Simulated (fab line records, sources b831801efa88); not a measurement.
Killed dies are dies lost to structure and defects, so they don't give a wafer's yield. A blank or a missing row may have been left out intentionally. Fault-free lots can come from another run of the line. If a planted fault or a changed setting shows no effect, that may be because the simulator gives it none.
fab line records    flow gf180mcu
record: lots: 14  wafers: 42  last-day: 34
route steps=602 shown SAB@273 CONTACT@289
lots that met no fault: from a run of the same line without faults
start-h: hours from the record's first day to the start of the lot's first wafer shown    wait-h: hours since the lot's step before    " the same as in the row above    L1.1+2: a single row standing in for several wafers    - either no value or no given start    * or withheld: withheld    < > ~ a bound
route shown NAME@n: a module of which the file shows steps, and the number in the route of the first    usual: the fault-free wafers' mean and standard deviation    same: alike in all rows    chamber/n: place in a boat    sites: the reading at each site    _std_site: the values' standard deviation    _edge_site: mean of outer sites minus mean of inner sites    radius-mm: for every site, how far away it sits from the centre of the wafer    mask NAME#n: copy n    behind: the most recent tool/chamber to have shaped the wafer    hold: why the lot went on hold/how many hours it stayed there/how the hold came to an end    device: names the non-switching transistor (n, p or np)    end of line: the same wafers' tests at the end of the route    a step given without rows: its recipe and nothing more    killed: count of dies lost to structure and defects at first sort (not the wafer's yield)    map: shows each die of a wafer: x if killed, . if not, _ if none is there
set.NAME: the setting that was run; set.NAME@STEP: the one run at that earlier step    model.NAME: the simulator's own value behind a step, which no gauge read
a sample of lots followed through the steps of the route, with each step as a table and each wafer as a row
services: a tool's chamber out of use, with start hour (start-h, from the record's first day; less than 0 if before it), hours out, and reason
== steps ==
step: GF_SAB_CD_MEAS_09
recipe: target-cd-nm: 420
usual: cd-nm: 419.9/1.9
lot.wafer  tool       chamber  start-h  wait-h  cd-nm
L315.1     cd-sem-01  -        346.86   0.1     418.7
L315.5     "          -        "        "       418.5
L315.6     "          -        "        "       418.6
L316.4     cd-sem-01  -        362.10   0.1     419.5
L316.5     "          -        "        "       419.4
L316.6     "          -        "        "       423.2
L317.2     cd-sem-02  -        371.30   0.1     422.4
L317.3     "          -        "        "       421.6
L317.6     "          -        "        "       418.8
L321.1     cd-sem-02  -        400.88   0.1     420.0
L321.3     "          -        "        "       418.7
L321.6     "          -        "        "       417.0
L322.2     cd-sem-01  -        408.78   0.1     421.7
L322.4     "          -        "        "       422.3
L322.6     "          -        "        "       420.1
L323.2     cd-sem-02  -        415.73   0.1     419.6
L323.3     "          -        "        "       417.9
L323.4     "          -        "        "       418.6
L324.1     cd-sem-02  -        422.34   0.1     419.5
L324.3     "          -        "        "       419.0
L324.4     "          -        "        "       419.4
L327.1     cd-sem-01  -        456.69   0.1     419.4
L327.3     "          -        "        "       419.9
L327.4     "          -        "        "       420.3
L328.1     cd-sem-02  -        464.49   0.1     419.0
L328.5     "          -        "        "       419.7
L328.6     "          -        "        "       419.5
L331.1     cd-sem-01  -        487.81   0.1     421.5
L331.5     "          -        "        "       425.5
L331.6     "          -        "        "       421.6
L332.1     cd-sem-01  -        497.63   0.1     419.2
L332.3     "          -        "        "       421.0
L332.5     "          -        "        "       419.4
L334.1     cd-sem-02  -        509.19   0.1     421.8
L334.4     "          -        "        "       420.2
L334.6     "          -        "        "       422.7
L335.1     cd-sem-01  -        520.78   0.1     420.2
L335.4     "          -        "        "       420.4
L335.5     "          -        "        "       416.3
L337.3     cd-sem-01  -        531.73   0.1     418.2
L337.4     "          -        "        "       418.2
L337.5     "          -        "        "       417.7
step: GF_CONTACT_CVD_02
recipe: material: SiO2  target-thk-nm: 860  precursor: TEOS  temp-c: 400  time-s: 95.992  rf-w: 600
usual: heater-power-w: 696/100
same: time-s: 95.992
lot.wafer  tool      chamber  start-h  wait-h  heater-power-w
L315.1     pecvd-03  1        347.98   0.1     771
L315.5     "         2        "        "       736
L315.6     "         1        "        "       834
L316.4     pecvd-03  2        363.21   0.1     776
L316.5     "         0        "        "       603
L316.6     "         1        "        "       676
L317.2     pecvd-02  2        372.42   0.0     565
L317.3     "         0        "        "       561
L317.6     "         2        "        "       623
L321.1     pecvd-02  1        402.02   0.1     647
L321.3     "         2        "        "       656
L321.6     "         1        "        "       678
L322.2     pecvd-03  0        409.91   0.0     689
L322.4     "         0        "        "       717
L322.6     "         1        "        "       864
L323.2     pecvd-02  2        416.86   0.0     693
L323.3     "         0        "        "       583
L323.4     "         2        "        "       565
L324.1     pecvd-03  2        423.47   0.1     634
L324.3     "         0        "        "       721
L324.4     "         1        "        "       838
L327.1     pecvd-02  2        457.82   0.1     603
L327.3     "         0        "        "       586
L327.4     "         2        "        "       649
L328.1     pecvd-01  1        465.62   0.1     911
L328.5     "         1        "        "       931
L328.6     "         0        "        "       750
L331.1     pecvd-01  1        488.93   0.1     909
L331.5     "         1        "        "       938
L331.6     "         0        "        "       796
L332.1     pecvd-01  2        498.96   0.1     624
L332.3     "         0        "        "       760
L332.5     "         0        "        "       766
L334.1     pecvd-02  2        510.31   0.1     632
L334.4     "         2        "        "       662
L334.6     "         2        "        "       689
L335.1     pecvd-01  0        521.92   0.1     660
L335.4     "         1        "        "       936
L335.5     "         0        "        "       710
L337.3     pecvd-03  2        532.81   0.0     666
L337.4     "         1        "        "       658
L337.5     "         2        "        "       723
step: GF_CONTACT_PEB_12
recipe: peb-temp-c: 135  peb-time-s: 90  resist: KrF
usual: chill-plate-temp-C: 23.00/0.11  exhaust-pa: 45.1/0.8  peb-time-s: 90/0
lot.wafer  tool            chamber  start-h  wait-h  chill-plate-temp-C  exhaust-pa  peb-time-s
L315.1     litho-track-02  0        370.63   -       22.82               44.7        90
L315.5     "               0        "        "       22.94               44.4        90
L315.6     "               0        "        "       23.00               44.4        90
L316.4     litho-track-04  0        385.76   -       22.90               46.1        90
L316.5     "               0        "        "       23.09               45.8        90
L316.6     "               0        "        "       22.91               45.0        90
L317.2     litho-track-04  0        395.69   -       22.80               44.7        90
L317.3     "               0        "        "       22.94               44.5        90
L317.6     "               0        "        "       22.87               44.4        90
L321.1     litho-track-02  -        425.93   -       -                   -           -
L321.3     "               -        "        "       -                   -           -
L321.6     "               -        "        "       -                   -           -
L322.2     litho-track-04  -        434.24   -       -                   -           -
L322.4     "               -        "        "       -                   -           -
L322.6     "               -        "        "       -                   -           -
L323.2     litho-track-02  0        441.12   -       22.88               45.5        90
L323.3     "               0        "        "       22.84               45.3        90
L323.4     "               0        "        "       22.96               45.5        90
L324.1     litho-track-01  0        447.93   -       22.74               44.7        90
L324.3     "               0        "        "       22.98               46.4        90
L324.4     "               0        "        "       22.89               45.1        90
L327.1     litho-track-01  0        482.33   -       23.05               43.1        90
L327.3     "               0        "        "       23.05               44.9        90
L327.4     "               0        "        "       23.09               44.0        90
L328.1     litho-track-01  0        489.78   -       23.09               45.9        90
L328.5     "               0        "        "       23.14               45.6        90
L328.6     "               0        "        "       22.95               45.6        90
L331.1     litho-track-02  0        512.53   -       23.00               42.8        90
L331.5     "               0        "        "       23.01               45.7        90
L331.6     "               0        "        "       22.93               45.0        90
L332.1     litho-track-02  0        522.58   -       23.05               46.3        90
L332.3     "               0        "        "       23.07               45.0        90
L332.5     "               0        "        "       23.03               45.9        90
L334.1     litho-track-04  0        533.66   -       22.97               44.2        90
L334.4     "               0        "        "       23.00               45.4        90
L334.6     "               0        "        "       23.07               45.3        90
L335.1     litho-track-02  0        545.03   -       22.98               45.3        90
L335.4     "               0        "        "       22.92               44.8        90
L335.5     "               0        "        "       23.06               45.1        90
L337.3     litho-track-02  0        555.60   -       23.03               44.9        90
L337.4     "               0        "        "       22.94               44.0        90
L337.5     "               0        "        "       22.97               43.8        90
step: GF_CONTACT_STRIP_18
recipe: chemistry: O2/N2  power-w: 1400  pressure-mtorr: 1500  platen-temp-c: 250  o2-flow-sccm: 3000  n2-flow-sccm: 300  overash-fraction: 0.5
usual: drypump-motor-current-A: 5.8/0.4  heater-power-w: 344/31  oes-product-au: 0.580/0.0055
lot.wafer  tool             chamber  start-h  wait-h  drypump-motor-current-A  heater-power-w  oes-product-au  rf-hours-counter-h
L315.1     plasma-asher-01  0        371.30   -       5.7                      333             0.569           71
L315.5     "                0        "        "       5.7                      331             0.579           -
L315.6     "                1        "        "       6.4                      286             0.580           -
L316.4     plasma-asher-03  1        386.36   -       5.5                      408             0.581           -
L316.5     "                1        "        "       5.5                      405             0.575           -
L316.6     "                0        "        "       5.6                      342             0.577           -
L317.2     plasma-asher-01  0        396.33   -       5.8                      337             0.581           73
L317.3     "                0        "        "       5.8                      333             0.585           -
L317.6     "                0        "        "       5.8                      331             0.581           -
L321.1     plasma-asher-02  0        426.60   -       6.0                      358             0.571           66
L321.3     "                0        "        "       6.0                      354             0.581           -
L321.6     "                0        "        "       6.0                      357             0.579           -
L322.2     plasma-asher-01  1        434.88   -       6.4                      283             0.580           78
L322.4     "                0        "        "       5.8                      331             0.583           -
L322.6     "                1        "        "       6.4                      279             0.578           -
L323.2     plasma-asher-02  0        441.75   -       6.0                      365             0.579           67
L323.3     "                0        "        "       6.0                      374             0.580           -
L323.4     "                1        "        "       5.2                      358             0.581           -
L324.1     plasma-asher-02  0        448.60   -       6.0                      368             0.579           68
L324.3     "                0        "        "       6.0                      353             0.573           -
L324.4     "                1        "        "       5.2                      363             0.581           -
L327.1     plasma-asher-03  0        483.00   -       5.6                      340             0.571           6
L327.3     "                1        "        "       5.5                      373             0.575           -
L327.4     "                0        "        "       5.6                      340             0.586           -
L328.1     plasma-asher-02  1        490.45   -       5.2                      363             0.578           73
L328.5     "                0        "        "       6.0                      351             0.578           -
L328.6     "                1        "        "       5.2                      367             0.576           -
L331.1     plasma-asher-01  0        513.20   -       5.7                      323             0.581           85
L331.5     "                1        "        "       6.4                      282             0.589           -
L331.6     "                0        "        "       5.8                      324             0.590           -
L332.1     plasma-asher-01  1        523.25   -       6.4                      284             0.579           87
L332.3     "                0        "        "       5.8                      333             0.585           -
L332.5     "                1        "        "       6.4                      283             0.585           -
L334.1     plasma-asher-02  1        534.33   -       5.2                      361             0.580           80
L334.4     "                0        "        "       6.0                      363             0.586           -
L334.6     "                1        "        "       5.2                      374             0.574           -
L335.1     plasma-asher-01  0        545.70   -       5.8                      327             0.579           90
L335.4     "                0        "        "       5.7                      328             0.578           -
L335.5     "                1        "        "       6.4                      288             0.585           -
L337.3     plasma-asher-02  1        556.23   -       5.2                      370             0.584           -
L337.4     "                0        "        "       6.0                      353             0.580           -
L337.5     "                1        "        "       5.2                      360             0.577           -
== services ==
tool             chamber  start-h  hours  kind
pecvd-01         -        368.88   14.0   pm
pecvd-01         0        368.88   14.0   vent-cycle
pecvd-01         1        368.88   14.0   vent-cycle
pecvd-01         2        368.88   14.0   vent-cycle
pecvd-02         0        382.00   5.3    repair
pecvd-01         0        382.88   -      clean
pecvd-01         1        382.88   -      clean
pecvd-01         2        382.88   -      clean
plasma-asher-02  -        415.96   1.7    repair
plasma-asher-03  -        421.25   9.0    pm
plasma-asher-03  0        421.25   9.0    vent-cycle
plasma-asher-03  1        421.25   9.0    vent-cycle
pecvd-02         -        429.32   1.8    repair
plasma-asher-03  0        430.25   -      clean
plasma-asher-03  1        430.25   -      clean
plasma-asher-01  -        447.24   14.6   pm
pecvd-02         1        456.61   59.6   repair
plasma-asher-02  -        464.60   1.2    repair
plasma-asher-03  -        489.20   99.1   repair
pecvd-01         -        509.16   0.4    repair
pecvd-02         0        541.45   20.2   repair
plasma-asher-02  -        552.52   3.0    repair
== key ==
first-sign: step: GF_CONTACT_PEB_12  reading: tool-record  direction: missing
effect none on later readings
met-at GF_CONTACT_PEB_12
struck-lots L321,L322
later-rows-left-out L321.1,L321.3,L321.6,L322.2,L322.4,L322.6
sort-left-out L321.1,L321.3,L321.6,L322.2,L322.4,L322.6
tester-left-out L321,L322
not-acting-at GF_SAB_CD_MEAS_09,GF_CONTACT_CVD_02,GF_CONTACT_STRIP_18
onset-between 395.69 425.93
fault: kind: skipped-step-whole  tool: litho-track-02,litho-track-04  chamber: -  onset-h: 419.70  steps: GF_CONTACT_PEB_12  scope: struck-lots-only
tester-left-out: of these lots the tester's yield and bins aren't shown, on N5 and GAA mostly nor the transistor test; their killed dies are dies lost to structure and defects alone, not to doping, threshold or leakage, so they don't give the yield
sort-left-out: the simulated sort isn't trusted on such a fault, so these wafers' sort isn't shown, and their yield isn't known
later-rows-left-out: the simulator's readings of these wafers behind a module that went badly wrong aren't trusted and aren't shown, but for the sort
